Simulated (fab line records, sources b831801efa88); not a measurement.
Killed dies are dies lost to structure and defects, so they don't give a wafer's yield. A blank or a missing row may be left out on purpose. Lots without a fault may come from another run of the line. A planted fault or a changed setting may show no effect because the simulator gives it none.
Which tool did it? | flow gf180mcu | 7 lots, 21 wafers sampled, at 3 steps of a route of 602

WHAT THE GAUGES READ, wafer by wafer
GF_V5_THK_MEAS_25: measures by xrf.
lot  | measured     | on            | V5_W_THK (nm)
L289 | day 27 18:17 | film_metro-03 | 329 339 338
L291 | day 28 08:54 | film_metro-03 | 333 336 331
L293 | day 28 23:23 | film_metro-04 | 344 332 337
L301 | day 31 01:56 | film_metro-04 | 335 334 336
L306 | day 33 04:21 | film_metro-03 | 333 329 337
L309 | day 33 07:27 | film_metro-03 | 333 332 334
L311 | day 33 21:11 | film_metro-04 | 332 333 335

WHICH TOOL RAN EACH LOT (tool, then ch and the chambers of the sampled wafers, then the start)
lot  | GF_M4_SPUTTER_04             | GF_V5_CMP_04
L289 | pvd_sputter-04, day 22 22:51 | cmp-01 ch 1,2,3, day 26 20:14
L291 | pvd_sputter-04, day 23 14:51 | cmp-01 ch 0,1,2, day 27 11:23
L293 | pvd_sputter-01, day 24 07:55 | cmp-02 ch 0,1,2, day 28 02:10
L301 | pvd_sputter-01, day 26 19:59 | cmp-02 ch 0,1,3, day 30 07:32
L306 | pvd_sputter-02, day 29 05:47 | cmp-01 ch 0,1,3, day 32 10:41
L309 | pvd_sputter-04, day 29 11:25 | cmp-01 ch 0,1,2, day 32 14:00
L311 | pvd_sputter-04, day 30 04:18 | cmp-01 ch 0,2, day 33 03:55
- GF_M4_SPUTTER_04: material TiN, target thk 50 nm, time 41.7 s.
- GF_V5_CMP_04: polishes SiO2.

THE ANSWER, worked out from the rows above alone
Rule: what is usual is taken from the lots themselves. Put in order of their means at a reading, lots are off if they are a third of the lots or fewer, leave a main group of 4 or more, and stand apart from it by a gap of 3 or more times the standard deviation of the main group's means; of several such gaps the widest counts. A main group whose means are all the same, to the digits that the tables above print for the reading, isn't used. A lot without any number at a reading at which 4 lots or more have one is off too. The other lots that the step has rows for count as sound.
No lot is off at any reading shown: from this, nothing can be told.

WHAT THE SIMULATOR HAD PUT IN
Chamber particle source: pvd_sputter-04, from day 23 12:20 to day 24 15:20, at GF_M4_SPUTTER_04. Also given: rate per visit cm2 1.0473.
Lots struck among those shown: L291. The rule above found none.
